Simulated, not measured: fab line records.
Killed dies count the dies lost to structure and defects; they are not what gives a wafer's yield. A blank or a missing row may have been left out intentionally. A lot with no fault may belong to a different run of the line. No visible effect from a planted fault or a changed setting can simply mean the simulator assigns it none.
Which tool is to blame? ; flow gf180mcu ; 24 lots with 72 wafers sampled at 6 steps, on a route of 602 steps

WHAT EACH GAUGE READ, for each wafer
GF_V2_RS_MEAS_24: measurement is done with a four-point probe. Usual: V2_W_RS 0.329 ohm/sq, standard deviation 0.0036.
lot;measured;on;V2_W_RS (ohm/sq);flag
L074;day 19 13:40;film metro-03;0.323 0.329 0.328;
L075;day 19 20:17;film metro-03;0.328 0.331 0.326;
L077;day 21 01:32;film metro-02;0.329 0.327 0.332;
L076;day 21 04:01;film metro-04;0.333 0.330 0.331;
L078;day 21 12:33;film metro-03;0.332 0.335 0.330;
L079;day 21 18:58;film metro-02;0.334 0.334 0.333;
L080;day 22 02:46;film metro-04;0.332 0.334 0.336;
L081;day 22 21:10;film metro-04;0.328 0.327 0.328;
L082;day 23 01:46;film metro-03;0.328 0.327 0.329;
L083;day 23 02:26;film metro-03;0.329 0.325 0.327;
L084;day 23 05:59;film metro-03;0.328 0.333 0.334;
L085;day 23 13:20;film metro-03;0.327 0.328 0.331;
L086;day 24 00:26;film metro-03;0.330 0.330 0.327;
L087;day 24 18:57;film metro-04;0.330 0.335 0.335;
L088;day 24 20:38;film metro-02;0.325 0.327 0.324;
L089;day 25 07:15;film metro-02;0.324 0.326 0.322;
L090;day 25 12:38;film metro-04;0.331 0.333 0.334;
L091;day 26 01:11;film metro-02;0.330 0.326 0.328;
L092;day 26 04:22;film metro-03;0.327 0.326 0.328;
L093;day 26 12:14;film metro-03;0.328 0.324 0.325;
L095;day 27 01:00;film metro-02;0.329 0.328 0.332;
L094;day 27 02:38;film metro-02;0.326 0.325 0.329;
L096;day 27 08:04;film metro-04;0.325 0.323 0.325;
L097;day 27 19:16;film metro-03;0.326 0.327 0.327;

GF_V5_BOW_MEAS_05. Usual: V5_BOW 132 um, standard deviation 11.
lot;measured;on;V5_BOW (um);flag
L074;day 25 16:55;film metro-04;144 151 143;
L075;day 26 00:53;film metro-04;113 122 125;
L077;day 27 03:29;film metro-04;136 136 147;
L076;day 27 05:25;film metro-01;134 140 149;
L078;day 27 12:57;film metro-01;136 137 143;
L079;day 27 21:42;film metro-03;139 126 121;
L080;day 28 00:50;film metro-04;133 119 122;
L081;day 28 15:09;film metro-04;139 125 136;
L082;day 28 19:15;film metro-01;133 141 146;
L083;day 28 20:40;film metro-04;148 137 131;
L084;day 28 23:07;film metro-01;135 113 126;
L085;day 29 04:16;film metro-04;125 118 114;
L086;day 29 14:49;film metro-04;126 109 121;
L087;day 30 04:14;film metro-03;130 115 104;
L088;day 30 04:54;film metro-03;143 141 140;
L089;day 30 15:00;film metro-01;120 121 134;
L090;day 30 19:05;film metro-04;136 127 139;
L091;day 31 05:08;film metro-04;113 121 124;
L092;day 31 08:33;film metro-03;136 137 144;
L093;day 31 14:58;film metro-04;129 135 138;
L095;day 32 00:03;film metro-01;117 136 115;
L094;day 32 02:23;film metro-03;135 129 140;
L096;day 32 09:05;film metro-03;154 132 161;
L097;day 32 13:31;film metro-01;134 142 142;

GF_TOP_METAL_CD_MEAS_14 targets a cd of 440 nm. Usual: cd nm reads 440.6 nm (standard deviation 2.5).
lot;measured;on;cd nm (nm);flag
L074;day 27 12:32;cd sem-02;441.5 443.7 441.7;
L075;day 27 21:04;cd sem-01;441.6 442.4 442.7;
L077;day 28 21:34;cd sem-01;438.0 438.2 435.9;
L076;day 28 22:13;cd sem-01;440.8 439.5 440.1;
L078;day 29 04:52;cd sem-01;440.3 439.4 439.5;
L079;day 29 12:23;cd sem-01;435.7 436.6 438.8;
L080;day 29 16:11;cd sem-02;438.9 441.4 441.5;
L081;day 30 04:17;cd sem-02;444.3 443.1 445.6;
L082;day 30 07:37;cd sem-02;445.6 443.9 443.9;
L083;day 30 11:23;cd sem-01;441.9 440.1 439.9;
L084;day 30 13:55;cd sem-01;436.2 435.1 437.6;
L085;day 30 19:29;cd sem-01;441.4 439.0 441.6;
L086;day 31 03:35;cd sem-02;444.2 445.6 444.4;
L087;day 31 16:30;cd sem-01;441.8 440.1 438.6;
L088;day 31 17:28;cd sem-02;439.5 443.1 440.5;
L089;day 32 03:15;cd sem-02;438.5 440.1 440.1;
L090;day 32 06:25;cd sem-01;439.5 437.1 439.3;
L091;day 32 14:16;cd sem-02;436.9 439.6 439.7;
L092;day 32 18:12;cd sem-01;444.3 441.3 445.5;
L093;day 33 00:56;cd sem-02;440.8 438.8 438.5;
L095;day 33 09:00;cd sem-02;437.6 439.3 437.6;
L094;day 33 11:43;cd sem-01;444.5 444.2 440.4;
L096;day 33 17:58;cd sem-02;436.8 437.9 438.0;
L097;day 34 02:21;cd sem-01;440.5 442.2 440.8;

WHAT TOOL EACH LOT RAN ON (gives the tool, then ch and the chambers of the sampled wafers, and finally the start)
lot;GF_M1_STRIP_17;GF_M4_SPUTTER_04;GF_M4_STRIP_17
L074;plasma asher-02 ch 0,1, day 16 10:38;pvd sputter-02, day 21 14:50;plasma asher-03 ch 0,1, day 22 15:27
L075;plasma asher-04 ch 0,1, day 16 17:38;pvd sputter-03, day 22 01:00;plasma asher-03 ch 0,1, day 23 00:58
L077;plasma asher-04 ch 0,1, day 17 19:53;pvd sputter-03, day 23 06:08;plasma asher-01 ch 0,1, day 24 05:24
L076;plasma asher-03 ch 0,1, day 17 21:26;pvd sputter-03, day 23 07:56;plasma asher-04 ch 0,1, day 24 07:04
L078;plasma asher-02 ch 0,1, day 18 08:41;pvd sputter-04, day 23 16:07;plasma asher-01 ch 0,1, day 24 15:04
L079;plasma asher-03 ch 0,1, day 18 16:29;pvd sputter-04, day 24 00:03;plasma asher-01 ch 0,1, day 24 23:25
L080;plasma asher-03 ch 0,1, day 18 22:36;pvd sputter-03, day 24 06:04;plasma asher-01 ch 0,1, day 25 05:04
L081;plasma asher-03 ch 0,1, day 19 17:13;pvd sputter-04, day 24 23:46;plasma asher-04 ch 0,1, day 25 22:10
L082;plasma asher-02 ch 0,1, day 19 20:28;pvd sputter-03, day 25 03:04;plasma asher-03 ch 0,1, day 26 00:51
L083;plasma asher-04 ch 0,1, day 19 21:41;pvd sputter-02, day 25 03:46;plasma asher-04 ch 0,1, day 26 02:27
L084;plasma asher-03 ch 0,1, day 20 00:37;pvd sputter-04, day 25 06:58;plasma asher-04 ch 0,1, day 26 04:46
L085;plasma asher-03 ch 0,1, day 20 07:16;pvd sputter-02, day 25 14:01;plasma asher-01 ch 0,1, day 26 12:17
L086;plasma asher-02 ch 0,1, day 20 19:55;pvd sputter-03, day 26 02:07;plasma asher-03 ch 0,1, day 26 23:49
L087;plasma asher-03 ch 0,1, day 21 16:00;pvd sputter-04, day 26 17:33;plasma asher-04 ch 0,1, day 27 14:27
L088;plasma asher-02 ch 0,1, day 21 17:28;pvd sputter-02, day 26 19:08;plasma asher-04 ch 1, day 27 15:58
L089;plasma asher-03 ch 0,1, day 22 04:20;pvd sputter-02, day 27 06:32;plasma asher-03 ch 0,1, day 28 03:42
L090;plasma asher-02 ch 0,1, day 22 10:40;pvd sputter-04, day 27 10:34;plasma asher-04 ch 0,1, day 28 06:40
L091;plasma asher-04 ch 0,1, day 22 23:22;pvd sputter-04, day 27 22:35;plasma asher-04 ch 0,1, day 28 18:27
L092;plasma asher-04 ch 1, day 23 03:41;pvd sputter-03, day 28 01:50;plasma asher-04 ch 0,1, day 28 21:39
L093;plasma asher-02 ch 0,1, day 23 13:04;pvd sputter-03, day 28 08:35;plasma asher-03 ch 0,1, day 29 02:52
L095;plasma asher-03 ch 0,1, day 24 01:40;pvd sputter-03, day 28 20:23;plasma asher-03 ch 0,1, day 29 15:25
L094;plasma asher-04 ch 0,1, day 24 03:17;pvd sputter-04, day 28 22:16;plasma asher-04 ch 0,1, day 29 17:19
L096;plasma asher-04 ch 0,1, day 24 08:35;pvd sputter-03, day 29 03:50;plasma asher-04 ch 0,1, day 29 23:06
L097;plasma asher-03 ch 0,1, day 24 21:20;pvd sputter-04, day 29 12:26;plasma asher-01 ch 0,1, day 30 06:15
- GF_M1_STRIP_17: strips in O2/N2.
- GF_M4_SPUTTER_04: material TiN, target thk 50 nm, time 40.18 s.
- GF_M4_STRIP_17: strips in O2/N2.

AS READ BY THE TOOLS THEMSELVES (means over the sampled wafers that have a number; for cases with no such wafer, the mark the record gives instead)
GF_M1_STRIP_17. Usual: drypump motor current A 5.8 A, standard deviation 0.33; heater power w 324 W, standard deviation 15; oes product au 0.541 a.u., standard deviation 0.0048; strip time to endpoint s 7.45 s, standard deviation 0.042.
lot;tool;drypump motor current A (A);heater power w (W);oes product au (a.u.);strip time to endpoint s (s);flag
L074;plasma asher-02;6.0;325;0.539;7.41;
L075;plasma asher-04;5.7;334;0.539;7.49;
L077;plasma asher-04;5.7;330;0.543;7.50;
L076;plasma asher-03;5.9;310;0.547;7.52;
L078;plasma asher-02;5.7;332;0.543;7.51;
L079;plasma asher-03;6.0;306;0.544;7.48;
L080;plasma asher-03;5.7;315;0.544;7.42;
L081;plasma asher-03;5.9;312;0.543;7.47;
L082;plasma asher-02;6.0;338;0.541;7.44;
L083;plasma asher-04;5.7;327;0.540;7.45;
L084;plasma asher-03;5.9;306;0.537;7.43;
L085;plasma asher-03;5.7;318;0.540;7.41;
L086;plasma asher-02;5.7;339;0.533;7.40;
L087;plasma asher-03;6.0;307;0.538;7.44;
L088;plasma asher-02;6.0;339;0.543;7.47;
L089;plasma asher-03;6.0;308;0.546;7.45;
L090;plasma asher-02;6.0;336;0.538;7.42;
L091;plasma asher-04;5.7;326;0.540;7.46;
L092;plasma asher-04;5.5;317;0.536;7.43;
L093;plasma asher-02;5.7;342;0.541;7.49;
L095;plasma asher-03;5.7;317;0.536;7.48;
L094;plasma asher-04;5.6;323;0.539;7.47;
L096;plasma asher-04;5.7;324;0.540;7.43;
L097;plasma asher-03;6.0;311;0.535;7.41;

GF_M4_SPUTTER_04. Usual: throttle valve pct reads 30.4 % (standard deviation 0.88).
lot;tool;throttle valve pct (%);flag
L074;pvd sputter-02;29.7;
L075;pvd sputter-03;30.2;
L077;pvd sputter-03;31.1;
L076;pvd sputter-03;30.5;
L078;pvd sputter-04;29.6;
L079;pvd sputter-04;30.5;
L080;pvd sputter-03;31.2;
L081;pvd sputter-04;30.4;
L082;pvd sputter-03;31.2;
L083;pvd sputter-02;29.3;
L084;pvd sputter-04;30.0;
L085;pvd sputter-02;30.5;
L086;pvd sputter-03;31.0;
L087;pvd sputter-04;30.3;
L088;pvd sputter-02;29.4;
L089;pvd sputter-02;29.6;
L090;pvd sputter-04;30.5;
L091;pvd sputter-04;29.2;
L092;pvd sputter-03;30.7;
L093;pvd sputter-03;31.1;
L095;pvd sputter-03;30.6;
L094;pvd sputter-04;30.4;
L096;pvd sputter-03;31.1;
L097;pvd sputter-04;29.8;

GF_M4_STRIP_17. Usual: drypump motor current A 5.69 A, standard deviation 0.25; heater power w 326 W, standard deviation 27; oes product au 0.536 a.u., standard deviation 0.0046; strip time to endpoint s 7.35 s, standard deviation 0.05.
lot;tool;drypump motor current A (A);heater power w (W);oes product au (a.u.);strip time to endpoint s (s);flag
L074;plasma asher-03;5.93;305;0.531;7.40;
L075;plasma asher-03;5.69;314;0.535;7.33;
L077;plasma asher-01;5.67;357;0.535;7.38;
L076;plasma asher-04;5.70;327;0.538;7.39;
L078;plasma asher-01;5.69;361;0.535;7.32;
L079;plasma asher-01;5.60;327;0.543;7.36;
L080;plasma asher-01;5.67;358;0.534;7.30;
L081;plasma asher-04;5.69;331;0.536;7.32;
L082;plasma asher-03;5.70;319;0.535;7.32;
L083;plasma asher-04;5.70;330;0.534;7.30;
L084;plasma asher-04;5.61;319;0.531;7.32;
L085;plasma asher-01;5.58;331;0.534;7.37;
L086;plasma asher-03;5.69;319;0.536;7.34;
L087;plasma asher-04;5.58;328;0.536;7.35;
L088;plasma asher-04;5.49;317;0.537;7.41;
L089;plasma asher-03;5.94;310;0.534;7.28;
L090;plasma asher-04;5.58;324;0.539;7.38;
L091;plasma asher-04;5.71;329;0.535;7.38;
L092;plasma asher-04;5.60;323;0.537;7.35;
L093;plasma asher-03;5.70;316;0.538;7.33;
L095;plasma asher-03;5.91;305;0.535;7.35;
L094;plasma asher-04;5.59;322;0.534;7.37;
L096;plasma asher-04;5.59;322;0.540;7.38;
L097;plasma asher-01;5.68;359;0.534;7.39;

THE ANSWER, worked out from the rows above alone
Rule: a lot counts as off when the mean over its wafers that have a number is more than 3 standard deviations away from the usual mean. Also off: a lot with no number at a reading for which 4 or more lots have one. Where the step has rows for the other lots, those lots are counted as sound. First the gauges in route order, then the tools' own readings, where a lot's mean is used as printed above. At the first step where some lot is off, the reading lying furthest off is the one used; lots without a number count as furthest.
No lot is off at any reading shown: from this, nothing can be told.

WHAT THE SIMULATOR HAD INSERTED
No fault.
